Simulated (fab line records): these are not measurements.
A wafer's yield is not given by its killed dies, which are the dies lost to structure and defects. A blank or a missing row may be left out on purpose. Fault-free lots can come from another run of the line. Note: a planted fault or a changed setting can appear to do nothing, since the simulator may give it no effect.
fab line records | flow gf180mcu
record lots=11 | wafers=33 | last-day=34
route steps=602 shown SAB@274 CONTACT@304
lots that met no fault: from a run of the same line without faults
start-h: hours from the record's opening day to when the first of the lot's shown wafers began | wait-h: hours since the lot's step before | " repeats the value in the row above | L1.1+2: one row covering several wafers at once | - no value, or no start given | * or withheld: withheld | < > ~ a bound
route shown NAME@n: a module of which the file shows steps, and the number in the route of the first | usual: average and standard deviation across the fault-free wafers | same: alike in all rows | chamber/n: place in a boat | sites: per-site readings | _std_site: standard deviation across them | _edge_site: outer sites' mean less inner sites' | radius-mm: how far each site lies from the wafer's centre | mask NAME#n: copy n | behind: the tool/chamber that last shaped the wafer | hold: why the lot was held/for how many hours/how that ended | device: names the non-switching transistor (n, p or np) | end of line: the route-end tests of the same wafers | where a step has no rows: the recipe by itself | killed: at the first sort, the dies lost to defects and structure; wafer yield is something else | map: per-die view of a wafer (x killed, . not killed, _ where there is no die)
set.NAME: the run value of the setting; set.NAME@STEP: its run value at that earlier step | model.NAME: the simulator's own value behind a step, which no gauge read
the route's steps for a sample of lots (tables are steps, rows are wafers)
services: the hour from which a tool's chamber was out of use, counted from the record's first day as start-h (under 0 if before that day), plus the number of hours and why
## steps
# step GF_SAB_OVL_MEAS_10
# usual SAB_OVL=-0.8/1.3
lot.wafer | tool       | chamber | start-h | wait-h | SAB_OVL[nm]
L492.1    | overlay-01 | -       | 352.98  | 0.1    | 0.4
L492.5    | "          | -       | "       | "      | 0.9
L492.6    | "          | -       | "       | "      | -0.3
L493.1    | overlay-01 | -       | 362.13  | 0.1    | -1.5
L493.3    | "          | -       | "       | "      | -0.8
L493.4    | "          | -       | "       | "      | -1.1
L494.1    | overlay-01 | -       | 375.88  | 0.1    | -0.9
L494.5    | "          | -       | "       | "      | -1.2
L494.6    | "          | -       | "       | "      | -1.3
L497.3    | overlay-01 | -       | 402.78  | 0.1    | -0.8
L497.4    | "          | -       | "       | "      | 1.0
L497.5    | "          | -       | "       | "      | -1.2
L498.1    | overlay-01 | -       | 407.53  | 0.1    | -0.6
L498.2    | "          | -       | "       | "      | -1.3
L498.4    | "          | -       | "       | "      | -0.6
L504.1    | overlay-01 | -       | 460.02  | 0.1    | 0.8
L504.2    | "          | -       | "       | "      | 0.9
L504.3    | "          | -       | "       | "      | 0.7
L506.1    | overlay-02 | -       | 475.52  | 0.1    | -1.0
L506.2    | "          | -       | "       | "      | -2.6
L506.5    | "          | -       | "       | "      | -0.9
L507.2    | overlay-01 | -       | 487.17  | 0.1    | -1.6
L507.3    | "          | -       | "       | "      | -0.5
L507.6    | "          | -       | "       | "      | -0.8
L508.1    | overlay-01 | -       | 496.29  | 0.1    | 0.8
L508.5    | "          | -       | "       | "      | 0.4
L508.6    | "          | -       | "       | "      | 1.0
L509.1    | overlay-01 | -       | 501.72  | 0.1    | -3.1
L509.4    | "          | -       | "       | "      | -2.1
L509.6    | "          | -       | "       | "      | -0.8
L512.2    | overlay-01 | -       | 522.62  | 0.1    | -1.4
L512.3    | "          | -       | "       | "      | -2.5
L512.6    | "          | -       | "       | "      | -1.9
# step GF_CONTACT_ETCH_17
# recipe chemistry=C4F8/O2/Ar | mask-material=KrF | target=SiO2 | stop-on=CoSi2 | source-w=1500 | bias-w=1200 | pressure-mtorr=40 | c4f8-flow-sccm=withheld | O2_flow_sccm=6 | Ar_flow_sccm=300 | time-s=withheld | target-depth-a=8600
# usual oes-product-au=0.818/0.0044
lot.wafer | tool        | chamber | start-h | wait-h | oes-product-au
L492.1    | rie-diel-02 | 1       | -       | -      | 0.822
L492.5    | "           | 3       | "       | "      | 0.821
L492.6    | "           | 0       | "       | "      | 0.820
L493.1    | rie-diel-02 | 3       | -       | -      | 0.819
L493.3    | "           | 1       | "       | "      | 0.818
L493.4    | "           | 0       | "       | "      | 0.819
L494.1    | rie-diel-02 | 3       | -       | -      | 0.814
L494.5    | "           | 3       | "       | "      | 0.820
L494.6    | "           | 2       | "       | "      | 0.808
L497.3    | rie-diel-02 | 0       | -       | -      | 0.814
L497.4    | "           | 3       | "       | "      | 0.824
L497.5    | "           | 2       | "       | "      | 0.812
L498.1    | rie-diel-01 | 2       | -       | -      | 0.817
L498.2    | "           | 0       | "       | "      | 0.825
L498.4    | "           | 1       | "       | "      | 0.815
L504.1    | rie-diel-02 | 3       | -       | -      | 0.813
L504.2    | "           | 2       | "       | "      | 0.825
L504.3    | "           | 0       | "       | "      | 0.816
L506.1    | rie-diel-01 | 1       | -       | -      | 0.815
L506.2    | "           | 0       | "       | "      | 0.826
L506.5    | "           | 1       | "       | "      | 0.813
L507.2    | rie-diel-04 | 0       | -       | -      | 0.824
L507.3    | "           | 3       | "       | "      | 0.821
L507.6    | "           | 1       | "       | "      | 0.817
L508.1    | rie-diel-01 | 0       | -       | -      | 0.818
L508.5    | "           | 1       | "       | "      | 0.819
L508.6    | "           | 2       | "       | "      | 0.823
L509.1    | rie-diel-04 | 0       | -       | -      | 0.816
L509.4    | "           | 3       | "       | "      | 0.816
L509.6    | "           | 1       | "       | "      | 0.824
L512.2    | rie-diel-04 | 2       | -       | -      | 0.818
L512.3    | "           | 1       | "       | "      | 0.824
L512.6    | "           | 1       | "       | "      | 0.821
# step GF_CONTACT_STRIP_18
# recipe chemistry=O2/N2 | power-w=1400 | pressure-mtorr=1500 | platen-temp-c=250 | o2-flow-sccm=3000 | n2-flow-sccm=300 | overash-fraction=0.5
# usual drypump-motor-current-A=5.5/0.35 | heater-power-w=341/65 | oes-product-au=0.581/0.005
# same overash-fraction=0.5
lot.wafer | tool            | chamber | start-h | wait-h | drypump-motor-current-A | heater-power-w | oes-product-au | rf-hours-counter-h
L492.1    | plasma-asher-03 | 0       | 377.17  | -      | 5.5                     | 272            | 0.576          | 66
L492.5    | "               | 0       | "       | "      | 5.6                     | 273            | 0.587          | -
L492.6    | "               | 1       | "       | "      | 4.9                     | 492            | 0.580          | -
L493.1    | plasma-asher-03 | 0       | 386.37  | -      | 5.6                     | 266            | 0.580          | 67
L493.3    | "               | 0       | "       | "      | 5.6                     | 274            | 0.583          | -
L493.4    | "               | 1       | "       | "      | 4.9                     | 472            | 0.580          | -
L494.1    | plasma-asher-03 | 1       | 400.07  | -      | 4.9                     | 493            | 0.581          | 68
L494.5    | "               | 1       | "       | "      | 4.9                     | 482            | 0.579          | -
L494.6    | "               | 0       | "       | "      | 5.6                     | 277            | 0.586          | -
L497.3    | plasma-asher-01 | 1       | 428.25  | -      | 5.6                     | 311            | 0.575          | -
L497.4    | "               | 0       | "       | "      | 5.7                     | 335            | 0.585          | -
L497.5    | "               | 1       | "       | "      | 5.6                     | 312            | 0.572          | -
L498.1    | plasma-asher-03 | 0       | 432.71  | -      | 5.6                     | 284            | 0.582          | 0
L498.2    | "               | 1       | "       | "      | 4.9                     | 440            | 0.578          | 0
L498.4    | "               | 1       | "       | "      | 4.9                     | 458            | 0.582          | -
L504.1    | plasma-asher-02 | 0       | 486.37  | -      | 6.2                     | 277            | 0.581          | 37
L504.2    | "               | 1       | "       | "      | 5.2                     | 384            | 0.587          | 37
L504.3    | "               | 1       | "       | "      | 5.2                     | 395            | 0.581          | -
L506.1    | plasma-asher-01 | 0       | 500.21  | -      | 5.7                     | 344            | 0.578          | 94
L506.2    | "               | 1       | "       | "      | 5.6                     | 316            | 0.575          | 94
L506.5    | "               | 0       | "       | "      | 5.7                     | 330            | 0.584          | -
L507.2    | plasma-asher-03 | 0       | 512.51  | -      | 5.6                     | 279            | 0.579          | 8
L507.3    | "               | 0       | "       | "      | 5.6                     | 278            | 0.582          | -
L507.6    | "               | 1       | "       | "      | 4.9                     | 440            | 0.581          | -
L508.1    | plasma-asher-01 | 1       | 521.26  | -      | 5.6                     | 307            | 0.569          | 96
L508.5    | "               | 0       | "       | "      | 5.7                     | 324            | 0.579          | -
L508.6    | "               | 1       | "       | "      | 5.5                     | 313            | 0.583          | -
L509.1    | plasma-asher-03 | 1       | 526.52  | -      | 4.9                     | 442            | 0.575          | 10
L509.4    | "               | 1       | "       | "      | 5.0                     | 451            | 0.588          | -
L509.6    | "               | 1       | "       | "      | 4.9                     | 444            | 0.581          | -
L512.2    | plasma-asher-01 | 0       | 547.16  | -      | 5.7                     | 335            | 0.577          | 99
L512.3    | "               | 0       | "       | "      | 5.7                     | 342            | 0.582          | -
L512.6    | "               | 1       | "       | "      | 5.5                     | 305            | 0.576          | -
# step GF_CONTACT_CVD_24
# recipe material=W | target-thk-nm=300 | time-s=90.339 | temp-c=400 | pressure-torr=40
# usual chamber-pressure-Torr=40.00/0.089 | heater-power-outer-w=474/24 | heater-power-w=787/45 | susceptor-temp-C=400.02/0.22
lot.wafer | tool     | chamber | start-h | wait-h | chamber-pressure-Torr | heater-power-outer-w | heater-power-w | susceptor-temp-C
L492.1    | cvd-w-01 | 0       | 377.62  | 0.0    | 40.03                 | 484                  | 721            | 400.23
L492.5    | "        | 0       | "       | "      | 40.05                 | 491                  | 735            | 400.11
L492.6    | "        | 1       | "       | "      | 39.96                 | 466                  | 829            | 400.24
L493.1    | cvd-w-02 | 1       | 386.78  | 0.0    | 39.84                 | 519                  | 884            | 399.86
L493.3    | "        | 1       | "       | "      | 40.00                 | 516                  | 830            | 399.96
L493.4    | "        | 0       | "       | "      | 40.02                 | 503                  | 828            | 400.03
L494.1    | cvd-w-01 | 1       | 400.47  | 0.0    | 40.07                 | 462                  | 827            | 400.19
L494.5    | "        | 0       | "       | "      | 40.15                 | 476                  | 741            | 400.35
L494.6    | "        | 1       | "       | "      | 39.99                 | 466                  | 836            | 400.01
L497.3    | cvd-w-02 | 0       | 428.65  | 0.1    | 40.07                 | 370                  | 648            | 382.15
L497.4    | "        | 1       | "       | "      | 40.03                 | 424                  | 729            | 382.42
L497.5    | "        | 0       | "       | "      | 40.07                 | 382                  | 648            | 382.17
L498.1    | cvd-w-02 | 0       | 433.11  | 0.0    | 39.90                 | 372                  | 676            | 381.98
L498.2    | "        | 1       | "       | "      | 40.03                 | 427                  | 713            | 382.32
L498.4    | "        | 0       | "       | "      | 39.94                 | 375                  | 669            | 381.86
L504.1    | cvd-w-01 | 1       | 486.87  | 0.0    | 40.12                 | 461                  | 841            | 400.06
L504.2    | "        | 0       | "       | "      | 39.96                 | 494                  | 737            | 399.84
L504.3    | "        | 0       | "       | "      | 40.08                 | 495                  | 749            | 400.20
L506.1    | cvd-w-01 | 0       | 500.70  | 0.0    | 40.09                 | 498                  | 731            | 400.16
L506.2    | "        | 1       | "       | "      | 40.06                 | 465                  | 805            | 400.10
L506.5    | "        | 1       | "       | "      | 39.93                 | 453                  | 809            | 400.11
L507.2    | cvd-w-02 | 1       | 513.00  | 0.0    | 40.14                 | 481                  | 817            | 399.82
L507.3    | "        | 1       | "       | "      | 40.06                 | 481                  | 817            | 399.92
L507.6    | "        | 0       | "       | "      | 39.97                 | 432                  | 730            | 400.41
L508.1    | cvd-w-02 | 1       | 521.77  | 0.0    | 40.08                 | 492                  | 825            | 400.18
L508.5    | "        | 1       | "       | "      | 40.03                 | 476                  | 837            | 400.01
L508.6    | "        | 0       | "       | "      | 40.00                 | 423                  | 730            | 400.16
L509.1    | cvd-w-01 | 1       | 526.93  | 0.0    | 40.06                 | 473                  | 823            | 399.48
L509.4    | "        | 1       | "       | "      | 39.94                 | 471                  | 850            | 399.43
L509.6    | "        | 1       | "       | "      | 39.97                 | 458                  | 844            | 399.50
L512.2    | cvd-w-02 | 1       | 547.57  | 0.0    | 39.98                 | 495                  | 821            | 399.99
L512.3    | "        | 1       | "       | "      | 40.01                 | 472                  | 793            | 400.04
L512.6    | "        | 0       | "       | "      | 40.04                 | 429                  | 746            | 400.07
# step GF_CONTACT_RS_MEAS_25
# recipe thk-meas-gauge=four-point-probe | reads=W_of_CONTACT_CVD_24+TiN_of_CONTACT_SPUTTER_23+Ti_of_CONTACT_SPUTTER_22
# usual CONTACT_W_RS=0.381/0.0042
lot.wafer | tool          | chamber | start-h | wait-h | CONTACT_W_RS[ohm/sq]
L492.1    | film-metro-01 | -       | 377.72  | 0.1    | 0.376
L492.5    | "             | -       | "       | "      | 0.380
L492.6    | "             | -       | "       | "      | 0.383
L493.1    | film-metro-03 | -       | 386.88  | 0.1    | 0.383
L493.3    | "             | -       | "       | "      | 0.387
L493.4    | "             | -       | "       | "      | 0.380
L494.1    | film-metro-03 | -       | 400.58  | 0.1    | 0.379
L494.5    | "             | -       | "       | "      | 0.374
L494.6    | "             | -       | "       | "      | 0.381
L497.3    | film-metro-04 | -       | 428.75  | 0.1    | 0.542
L497.4    | "             | -       | "       | "      | 0.544
L497.5    | "             | -       | "       | "      | 0.547
L498.1    | film-metro-04 | -       | 433.21  | 0.1    | 0.544
L498.2    | "             | -       | "       | "      | 0.542
L498.4    | "             | -       | "       | "      | 0.550
L504.1    | film-metro-01 | -       | 486.97  | 0.1    | 0.381
L504.2    | "             | -       | "       | "      | 0.380
L504.3    | "             | -       | "       | "      | 0.378
L506.1    | film-metro-01 | -       | 500.80  | 0.1    | 0.378
L506.2    | "             | -       | "       | "      | 0.380
L506.5    | "             | -       | "       | "      | 0.383
L507.2    | film-metro-03 | -       | 513.12  | 0.1    | 0.385
L507.3    | "             | -       | "       | "      | 0.382
L507.6    | "             | -       | "       | "      | 0.388
L508.1    | film-metro-03 | -       | 521.87  | 0.1    | 0.387
L508.5    | "             | -       | "       | "      | 0.382
L508.6    | "             | -       | "       | "      | 0.385
L509.1    | film-metro-03 | -       | 527.03  | 0.1    | 0.378
L509.4    | "             | -       | "       | "      | 0.379
L509.6    | "             | -       | "       | "      | 0.381
L512.2    | film-metro-03 | -       | 547.69  | 0.1    | 0.384
L512.3    | "             | -       | "       | "      | 0.377
L512.6    | "             | -       | "       | "      | 0.382
# step GF_CONTACT_THK_MEAS_26
# recipe thk-meas-gauge=xrf | reads=W_of_CONTACT_CVD_24
# usual CONTACT_W_THK=309/4.3
lot.wafer | tool          | chamber | start-h | wait-h | CONTACT_W_THK[nm]
L492.1    | film-metro-01 | -       | 377.84  | 0.1    | 317
L492.5    | "             | -       | "       | "      | 311
L492.6    | "             | -       | "       | "      | 310
L493.1    | film-metro-03 | -       | 387.00  | 0.1    | 306
L493.3    | "             | -       | "       | "      | 303
L493.4    | "             | -       | "       | "      | 311
L494.1    | film-metro-03 | -       | 400.70  | 0.1    | 311
L494.5    | "             | -       | "       | "      | 314
L494.6    | "             | -       | "       | "      | 309
L497.3    | film-metro-04 | -       | 428.85  | 0.1    | 217
L497.4    | "             | -       | "       | "      | 216
L497.5    | "             | -       | "       | "      | 215
L498.1    | film-metro-04 | -       | 433.33  | 0.1    | 214
L498.2    | "             | -       | "       | "      | 215
L498.4    | "             | -       | "       | "      | 214
L504.1    | film-metro-01 | -       | 487.09  | 0.1    | 314
L504.2    | "             | -       | "       | "      | 315
L504.3    | "             | -       | "       | "      | 315
L506.1    | film-metro-01 | -       | 500.92  | 0.1    | 316
L506.2    | "             | -       | "       | "      | 316
L506.5    | "             | -       | "       | "      | 312
L507.2    | film-metro-03 | -       | 513.23  | 0.1    | 305
L507.3    | "             | -       | "       | "      | 307
L507.6    | "             | -       | "       | "      | 304
L508.1    | film-metro-03 | -       | 521.99  | 0.1    | 304
L508.5    | "             | -       | "       | "      | 307
L508.6    | "             | -       | "       | "      | 304
L509.1    | film-metro-03 | -       | 527.15  | 0.1    | 310
L509.4    | "             | -       | "       | "      | 311
L509.6    | "             | -       | "       | "      | 308
L512.2    | film-metro-03 | -       | 547.80  | 0.1    | 304
L512.3    | "             | -       | "       | "      | 310
L512.6    | "             | -       | "       | "      | 307
# step GF_CONTACT_CMP_27
# recipe stop-on=SiO2 | down-force-psi=3.5 | platen-rpm=60 | t-overpolish-s=15 | target-thk-nm=0 | pad-velocity-m-s=0.94248
# usual motor-current-A=11.1/0.8 | time-to-endpoint-s=71/3.9
lot.wafer | tool   | chamber | start-h | wait-h | motor-current-A | time-to-endpoint-s
L492.1    | cmp-01 | 3       | 378.01  | 0.2    | 11.2            | 73
L492.6    | "      | 1       | "       | "      | 10.8            | 72
L492.5    | "      | 2       | "       | "      | 11.3            | 76
L493.4    | cmp-01 | 1       | 387.13  | 0.1    | 9.9             | 74
L493.3    | "      | 2       | "       | "      | 11.5            | 74
L493.1    | "      | 3       | "       | "      | 10.3            | 72
L494.1    | cmp-02 | 2       | 400.76  | 0.1    | 10.2            | 69
L494.6    | "      | 2       | "       | "      | 10.3            | 67
L494.5    | "      | 3       | "       | "      | 12.1            | 71
L497.4    | cmp-01 | 1       | 429.19  | 0.3    | 9.8             | 52
L497.3    | "      | 2       | "       | "      | 11.5            | 56
L497.5    | "      | 3       | "       | "      | 11.2            | 50
L498.1    | cmp-02 | 0       | 433.44  | 0.1    | 12.2            | 55
L498.4    | "      | 1       | "       | "      | 12.6            | 50
L498.2    | "      | 2       | "       | "      | 9.9             | 51
L504.1    | cmp-01 | 1       | 487.15  | 0.1    | 9.8             | 70
L504.2    | "      | 3       | "       | "      | 10.3            | 67
L504.3    | "      | 0       | "       | "      | 11.2            | 64
L506.1    | cmp-01 | 1       | 500.98  | 0.1    | 10.1            | 72
L506.2    | "      | 0       | "       | "      | 10.5            | 61
L506.5    | "      | 2       | "       | "      | 11.2            | 73
L507.2    | cmp-02 | 0       | 513.33  | 0.1    | 12.0            | 78
L507.3    | "      | 2       | "       | "      | 10.5            | 69
L507.6    | "      | 3       | "       | "      | 12.1            | 72
L508.1    | cmp-01 | 1       | 522.15  | 0.1    | 10.4            | 70
L508.5    | "      | 3       | "       | "      | 10.6            | 70
L508.6    | "      | 0       | "       | "      | 11.2            | 65
L509.1    | cmp-01 | 0       | 527.31  | 0.1    | 11.3            | 62
L509.4    | "      | 1       | "       | "      | 10.2            | 70
L509.6    | "      | 3       | "       | "      | 10.3            | 68
L512.3    | cmp-02 | 3       | 547.85  | 0.0    | 11.5            | 71
L512.2    | "      | 2       | "       | "      | 10.8            | 66
L512.6    | "      | 3       | "       | "      | 11.5            | 72
## services
tool            | chamber | start-h | hours | kind
rie-diel-04     | 1       | 366.60  | 9.2   | repair
plasma-asher-02 | -       | 372.37  | 15.6  | pm
cmp-02          | -       | 374.63  | 8.7   | repair
cvd-w-01        | 0       | 381.24  | 3.1   | repair
cvd-w-02        | -       | 390.00  | 14.0  | pm
cmp-01          | -       | 393.35  | 3.1   | pm
cmp-02          | -       | 393.91  | 2.8   | repair
cmp-01          | -       | 404.48  | 4.0   | pm
plasma-asher-03 | -       | 421.25  | 9.0   | pm
plasma-asher-02 | -       | 429.73  | 7.6   | repair
rie-diel-02     | 2       | 434.98  | 6.7   | repair
cmp-01          | -       | 443.97  | 1.8   | repair
rie-diel-04     | -       | 448.33  | 15.6  | pm
cvd-w-01        | -       | 459.14  | 2.5   | repair
rie-diel-01     | 3       | 473.61  | 12.2  | repair
cmp-01          | -       | 489.91  | 0.4   | repair
rie-diel-04     | 0       | 492.54  | 4.3   | repair
rie-diel-02     | -       | 499.05  | 2.8   | pm
rie-diel-01     | 3       | 510.87  | 4.7   | repair
cmp-02          | -       | 515.23  | 16.2  | pm
rie-diel-02     | 2       | 526.42  | 9.3   | repair
cmp-02          | -       | 532.15  | 1.1   | repair
plasma-asher-01 | -       | 532.48  | 0.4   | repair
rie-diel-04     | 0       | 544.27  | 5.6   | repair
## key
first-sign step=GF_CONTACT_CVD_24 | reading=susceptor-temp-C | direction=down | sigmas=82 | usual=* | struck=*
effect step=GF_CONTACT_CVD_24 | reading=heater-power-outer-w | direction=down | sigmas=3.4 | usual=474 | struck=392
effect step=GF_CONTACT_RS_MEAS_25 | reading=CONTACT_W_RS | direction=up | sigmas=38 | usual=0.381 | struck=0.545
effect step=GF_CONTACT_THK_MEAS_26 | reading=CONTACT_W_THK | direction=down | sigmas=22 | usual=309 | struck=215
effect step=GF_CONTACT_CMP_27 | reading=time-to-endpoint-s | direction=down | sigmas=4.9 | usual=* | struck=*
met-at GF_CONTACT_CVD_24
struck-lots L497,L498
tester-left-out L497,L498
not-acting-at GF_SAB_OVL_MEAS_10,GF_CONTACT_ETCH_17,GF_CONTACT_STRIP_18
onset-between 386.78 428.65
fault kind=process-parameter-drift | tool=cvd-w-02 | chamber=- | onset-h=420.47 | steps=GF_CONTACT_CVD_24 | channel=temp-c | offset=* | shape=step | end-h=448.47 | acts-in=* | stated=*
# tester-left-out: of these lots the tester's yield and bins aren't shown, on N5 and GAA mostly nor the transistor test; their killed dies are dies lost to structure and defects alone, not to doping, threshold or leakage, so they don't give the yield
